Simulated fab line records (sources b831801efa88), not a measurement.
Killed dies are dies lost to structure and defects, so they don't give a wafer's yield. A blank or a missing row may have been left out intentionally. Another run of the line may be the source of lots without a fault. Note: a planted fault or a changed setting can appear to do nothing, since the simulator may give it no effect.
fab line records	flow gf180mcu
[record] lots = 7	wafers = 21	last-day = 34
route steps=602 shown PSD@258 NSD@262 SAB@264
lots that met no fault: taken from a fault-free run of the same line
start-h: the number of hours between the record's first day and the start of the first shown wafer of the lot	wait-h: hours from the lot's prior step to this one	" unchanged from the row above	L1.1+2: one row covering several wafers at once	- either no value or no given start	* or withheld: withheld	< > ~ a bound
route shown NAME@n: a module of which the file shows steps, and the number in the route of the first	usual: mean and standard deviation over wafers with no fault	same: alike in all rows	chamber/n: place in a boat	sites: readings site by site	_std_site: the values' standard deviation	_edge_site: outer sites' mean less inner sites'	radius-mm: for every site, how far away it sits from the centre of the wafer	mask NAME#n: copy n	behind: the last tool/chamber to shape the wafer	hold: why the lot was held/for how many hours/how that ended	device: the n, p or np transistor that did not switch	end of line: tests run on the same wafers once the route is complete	a step with no rows: only its recipe	killed: count of dies lost to structure and defects at first sort (not the wafer's yield)	map: a wafer's dies, x killed, . not, _ none there
set.NAME: the run value of the setting; set.NAME@STEP: its run value at that earlier step	model.NAME: the simulator's own value behind a step, which no gauge read
lots seen at some steps along the route; tables by step, rows by wafer
services: the hour from which a tool's chamber was out of use, counted from the record's first day as start-h (under 0 if before that day), plus the number of hours and why
[[steps]]
[step GF_PSD_STRIP_10]
[recipe] chemistry = O2/N2	power-w = 1400	pressure-mtorr = 1500	platen-temp-c = 250	o2-flow-sccm = 3000	n2-flow-sccm = 300	overash-fraction = 0.5
[usual] drypump-motor-current-A = 5.7/0.47	heater-power-w = 367/60	oes-product-au = 0.592/0.005	strip-time-to-endpoint-s = 16.54/0.039
[same] overash-fraction = 0.5
lot.wafer	tool	chamber	start-h	wait-h	drypump-motor-current-A	heater-power-w	oes-product-au	rf-hours-counter-h	strip-time-to-endpoint-s
L288.3	plasma-asher-03	0	337.47	0.1	6.2	355	0.598	-	16.54
L288.4	"	1	"	"	5.8	327	0.591	-	16.58
L288.5	"	1	"	"	5.8	318	0.597	-	16.51
L287.1	plasma-asher-03	0	337.58	0.1	6.2	344	0.592	57	16.48
L287.5	"	0	"	"	6.2	362	0.585	-	16.49
L287.6	"	1	"	"	5.8	316	0.592	-	16.52
L290.1	plasma-asher-03	1	354.93	0.1	5.8	317	0.595	60	16.56
L290.3	"	1	"	"	5.7	321	0.587	-	16.57
L290.4	"	0	"	"	6.2	352	0.593	-	16.53
L291.2	plasma-asher-03	1	364.28	0.1	5.8	314	0.582	61	16.48
L291.3	"	1	"	"	5.8	320	0.583	-	16.52
L291.5	"	1	"	"	5.8	321	0.591	-	16.55
L292.2	plasma-asher-02	1	370.28	0.1	4.9	343	0.597	29	16.54
L292.3	"	1	"	"	4.9	344	0.595	-	16.53
L292.4	"	0	"	"	6.0	486	0.592	-	16.54
L299.1	plasma-asher-03	0	431.48	0.1	6.3	348	0.600	70	16.51
L299.5	"	1	"	"	5.8	328	0.591	-	16.52
L299.6	"	0	"	"	6.2	355	0.601	-	16.50
L305.4	plasma-asher-03	0	494.41	0.1	6.3	344	0.591	-	16.54
L305.5	"	1	"	"	5.8	316	0.586	-	16.53
L305.6	"	0	"	"	6.2	346	0.598	-	16.55
[step GF_PSD_TW_MEAS_11]
[usual] PSD_TW = 3177/22
lot.wafer	tool	chamber	start-h	wait-h	PSD_TW
L288.3	film-metro-01	-	337.55	0.1	3170
L288.4	"	-	"	"	3160
L288.5	"	-	"	"	3175
L287.1	film-metro-02	-	337.68	0.1	3157
L287.5	"	-	"	"	3165
L287.6	"	-	"	"	3165
L290.1	film-metro-01	-	355.03	0.1	3181
L290.3	"	-	"	"	3173
L290.4	"	-	"	"	3177
L291.2	film-metro-03	-	364.39	0.1	3230
L291.3	"	-	"	"	3222
L291.5	"	-	"	"	3206
L292.2	film-metro-02	-	370.39	0.1	3167
L292.3	"	-	"	"	3169
L292.4	"	-	"	"	3185
L299.1	film-metro-02	-	431.58	0.1	3162
L299.5	"	-	"	"	3159
L299.6	"	-	"	"	3160
L305.4	film-metro-02	-	494.51	0.1	3171
L305.5	"	-	"	"	3174
L305.6	"	-	"	"	3169
[step GF_PSD_CLEAN_12]
[recipe] chemistry = SC1/SC2	mix = 1:4:20	temp-c = 70	time-s = 152	dry = n2-spin
[step GF_PSD_RTA_13]
[recipe] temp-c = 1025	time-s = 20	ambient = N2
[usual] anneal-temp-c-max = 1030.2/0.95	lamp-power-pct = 32.8/1.1	wafer_temp_C_max = 1032.2/1.8
lot.wafer	tool	chamber	start-h	wait-h	anneal-temp-c-max	lamp-power-pct	wafer_temp_C_max
L288.3	rtp-anneal-01	0	337.67	0.0	1030.2	34.5	1029.9
L288.4	"	0	"	"	1030.9	34.5	1030.3
L288.5	"	0	"	"	1031.4	34.5	1029.9
L287.1	rtp-anneal-02	0	337.79	0.0	1030.6	32.1	1031.3
L287.5	"	0	"	"	1030.0	32.1	1033.6
L287.6	"	0	"	"	1030.7	32.2	1035.7
L290.1	rtp-anneal-01	0	355.14	0.0	1029.3	34.5	1030.1
L290.3	"	0	"	"	1029.2	34.5	1030.5
L290.4	"	0	"	"	1030.5	34.5	1032.0
L291.2	rtp-anneal-02	0	364.50	0.0	1029.2	32.1	1032.7
L291.3	"	0	"	"	1030.8	32.2	1032.5
L291.5	"	0	"	"	1029.5	32.1	1033.1
L292.2	rtp-anneal-02	0	370.51	0.0	1030.6	32.1	1033.0
L292.3	"	0	"	"	1030.2	32.1	1033.6
L292.4	"	0	"	"	1032.3	32.2	1032.0
L299.1	rtp-anneal-02	0	431.69	0.0	1028.9	32.1	1031.6
L299.5	"	0	"	"	1031.9	32.1	1031.5
L299.6	"	0	"	"	1032.3	32.1	1033.1
L305.4	rtp-anneal-02	0	494.68	0.0	1031.1	32.1	1032.0
L305.5	"	0	"	"	1029.6	32.1	1033.8
L305.6	"	0	"	"	1030.9	32.1	1037.4
[step GF_PSD_RS_MEAS_14]
[recipe] thk-meas-gauge = four-point-probe
[usual] NSD_RS = 46.18/0.11
lot.wafer	tool	chamber	start-h	wait-h	NSD_RS[ohm/sq]
L288.3	film-metro-02	-	337.78	0.1	46.05
L288.4	"	-	"	"	46.03
L288.5	"	-	"	"	46.09
L287.1	film-metro-01	-	337.87	0.1	46.29
L287.5	"	-	"	"	46.34
L287.6	"	-	"	"	46.32
L290.1	film-metro-03	-	355.22	0.1	46.30
L290.3	"	-	"	"	46.21
L290.4	"	-	"	"	46.22
L291.2	film-metro-02	-	364.59	0.1	46.10
L291.3	"	-	"	"	46.04
L291.5	"	-	"	"	46.15
L292.2	film-metro-01	-	370.60	0.1	46.18
L292.3	"	-	"	"	46.21
L292.4	"	-	"	"	46.18
L299.1	film-metro-01	-	431.78	0.1	46.32
L299.5	"	-	"	"	46.32
L299.6	"	-	"	"	46.17
L305.4	film-metro-02	-	494.78	0.1	46.10
L305.5	"	-	"	"	46.01
L305.6	"	-	"	"	46.11
[step GF_PSD_RS_MEAS_15]
[recipe] thk-meas-gauge = four-point-probe
[usual] PSD_RS = 108.63/0.3
lot.wafer	tool	chamber	start-h	wait-h	PSD_RS[ohm/sq]
L288.3	film-metro-02	-	337.90	0.1	108.44
L288.4	"	-	"	"	108.76
L288.5	"	-	"	"	108.61
L287.1	film-metro-01	-	337.99	0.1	108.90
L287.5	"	-	"	"	108.95
L287.6	"	-	"	"	108.55
L290.1	film-metro-03	-	355.34	0.1	108.42
L290.3	"	-	"	"	108.74
L290.4	"	-	"	"	108.95
L291.2	film-metro-02	-	364.71	0.1	108.33
L291.3	"	-	"	"	108.61
L291.5	"	-	"	"	108.36
L292.2	film-metro-01	-	370.72	0.1	108.74
L292.3	"	-	"	"	108.91
L292.4	"	-	"	"	108.85
L299.1	film-metro-01	-	431.90	0.1	108.44
L299.5	"	-	"	"	108.75
L299.6	"	-	"	"	108.75
L305.4	film-metro-02	-	494.90	0.1	108.24
L305.5	"	-	"	"	108.14
L305.6	"	-	"	"	108.46
[step GF_SAB_CVD_00]
[recipe] material = SiO2	target-thk-nm = 50	precursor = TEOS	temp-c = 400	time-s = 4.9302	rf-w = 600
[usual] heater-power-outer-w = 393/59	heater-power-w = 670/88
lot.wafer	tool	chamber	start-h	wait-h	heater-power-outer-w	heater-power-w
L288.3	pecvd-04	1	337.98	0.1	462	808
L288.4	"	0	"	"	398	676
L288.5	"	1	"	"	446	828
L287.1	pecvd-03	1	338.11	0.1	453	675
L287.5	"	0	"	"	352	609
L287.6	"	2	"	"	382	623
L290.1	pecvd-03	1	355.46	0.1	376	557
L290.3	"	0	"	"	340	612
L290.4	"	2	"	"	360	564
L291.2	pecvd-01	1	364.81	0.1	375	687
L291.3	"	2	"	"	431	688
L291.5	"	2	"	"	427	676
L292.2	pecvd-03	1	370.82	0.1	403	608
L292.3	"	0	"	"	301	556
L292.4	"	1	"	"	404	612
L299.1	pecvd-01	0	432.02	0.1	476	761
L299.5	"	0	"	"	481	769
L299.6	"	1	"	"	285	560
L305.4	pecvd-01	1	494.97	0.0	383	670
L305.5	"	0	"	"	536	853
L305.6	"	2	"	"	330	557
[step GF_SAB_THK_MEAS_01]
[recipe] reads = SiO2_of_SAB_CVD_00
[usual] SAB_CVD_00_THK = 50.1/0.62
lot.wafer	tool	chamber	start-h	wait-h	SAB_CVD_00_THK[nm]
L288.3	film-metro-04	-	338.02	0.0	48.7
L288.4	"	-	"	"	50.4
L288.5	"	-	"	"	50.8
L287.1	film-metro-02	-	338.13	0.0	49.8
L287.5	"	-	"	"	50.5
L287.6	"	-	"	"	51.0
L290.1	film-metro-01	-	355.48	0.0	49.3
L290.3	"	-	"	"	49.1
L290.4	"	-	"	"	49.7
L291.2	film-metro-01	-	364.84	0.0	50.4
L291.3	"	-	"	"	50.3
L291.5	"	-	"	"	51.0
L292.2	film-metro-02	-	370.85	0.0	49.7
L292.3	"	-	"	"	49.0
L292.4	"	-	"	"	50.5
L299.1	film-metro-04	-	432.04	0.0	49.5
L299.5	"	-	"	"	50.0
L299.6	"	-	"	"	50.0
L305.4	film-metro-02	-	495.01	0.0	49.8
L305.5	"	-	"	"	50.3
L305.6	"	-	"	"	50.1
[step GF_SAB_DEHYDRATE_02]
[recipe] temp-c = 200	time-s = 60
[step GF_SAB_HMDS_03]
[recipe] prime-time-s = 60	prime-temp-c = 120
[step GF_SAB_COAT_04]
[recipe] resist = NOVOLAK	spin-rpm = 3000	resist-thk-nm = 1000
[step GF_SAB_SOFTBAKE_05]
[recipe] temp-c = 90	time-s = 60	resist = NOVOLAK
[step GF_SAB_EXPOSE_06]
[recipe] mask-id = SAB	target-cd-nm = 420	na = 0.6	source-shape = conventional	sigma-outer = 0.6	dose-mj = 140
[usual] exposure-dose-mJ-cm2 = 139.91/0.14	focus-offset-nm = 0.1/0.48
lot.wafer	tool	chamber	start-h	wait-h	mask	exposure-dose-mJ-cm2	focus-offset-nm
L288.3	iline-stepper-01	0	349.09	-	SAB#0	140.11	0.1
L288.4	"	0	"	"	SAB#0	139.91	0.5
L288.5	"	0	"	"	SAB#0	140.10	0.0
L287.1	iline-stepper-01	0	349.20	-	SAB#0	139.86	-0.2
L287.5	"	0	"	"	SAB#0	139.82	-0.6
L287.6	"	0	"	"	SAB#0	139.74	0.3
L290.1	iline-stepper-02	-	366.85	-	SAB#0	-	-
L290.3	"	-	"	"	SAB#0	-	-
L290.4	"	-	"	"	SAB#0	-	-
L291.2	iline-stepper-01	-	375.57	-	SAB#0	-	-
L291.3	"	-	"	"	SAB#0	-	-
L291.5	"	-	"	"	SAB#0	-	-
L292.2	iline-stepper-01	-	381.20	-	SAB#0	-	-
L292.3	"	-	"	"	SAB#0	-	-
L292.4	"	-	"	"	SAB#0	-	-
L299.1	iline-stepper-02	0	444.10	-	SAB#0	139.91	-0.4
L299.5	"	0	"	"	SAB#0	140.14	0.0
L299.6	"	0	"	"	SAB#0	140.03	0.5
L305.4	iline-stepper-01	0	506.36	-	SAB#0	140.02	0.5
L305.5	"	0	"	"	SAB#0	139.94	0.1
L305.6	"	0	"	"	SAB#0	139.81	0.1
[step GF_SAB_PEB_07]
[recipe] temp-c = withheld	time-s = *	resist = NOVOLAK
[[services]]
tool	chamber	start-h	hours	kind
iline-stepper-02	0	316.74	-	calibration
iline-stepper-01	-	323.05	9.0	repair
plasma-asher-02	-	333.69	15.6	pm
pecvd-01	2	339.63	9.9	repair
plasma-asher-03	-	365.83	1.2	repair
pecvd-01	-	368.88	14.0	pm
pecvd-01	0	368.88	14.0	vent-cycle
pecvd-01	1	368.88	14.0	vent-cycle
pecvd-01	2	368.88	14.0	vent-cycle
iline-stepper-01	-	377.54	1.7	pm
pecvd-01	0	382.88	-	clean
pecvd-01	1	382.88	-	clean
pecvd-01	2	382.88	-	clean
pecvd-01	-	403.81	6.0	pm
plasma-asher-03	-	404.46	2.8	pm
pecvd-01	2	413.05	4.6	repair
iline-stepper-02	-	427.92	1.7	pm
iline-stepper-01	0	459.65	-	calibration
plasma-asher-02	-	483.38	1.5	repair
pecvd-01	0	495.13	10.5	repair
iline-stepper-01	-	499.86	2.1	repair
[[key]]
[first-sign] step = GF_SAB_EXPOSE_06	reading = tool-record	direction = missing
effect none on later readings
met-at GF_SAB_EXPOSE_06
struck-wafers L290.1,L290.3,L290.4,L291.2,L291.3,L291.5,L292.2,L292.3,L292.4
later-rows-left-out L290.1,L290.3,L290.4,L291.2,L291.3,L291.5,L292.2,L292.3,L292.4
sort-left-out L290.1,L290.3,L290.4,L291.2,L291.3,L291.5,L292.2,L292.3,L292.4
tester-left-out L290,L291,L292
onset-between 349.20 366.85
[fault] kind = skipped-step-whole	tool = iline-stepper-01,iline-stepper-02	chamber = -	onset-h = 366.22	steps = GF_SAB_EXPOSE_06	scope = struck-lots-only
// tester-left-out: of these lots the tester's yield and bins aren't shown, on N5 and GAA mostly nor the transistor test; their killed dies are dies lost to structure and defects alone, not to doping, threshold or leakage, so they don't give the yield
// sort-left-out: the simulated sort isn't trusted on such a fault, so these wafers' sort isn't shown, and their yield isn't known
// later-rows-left-out: the simulator's readings of these wafers behind a module that went badly wrong aren't trusted and aren't shown, but for the sort
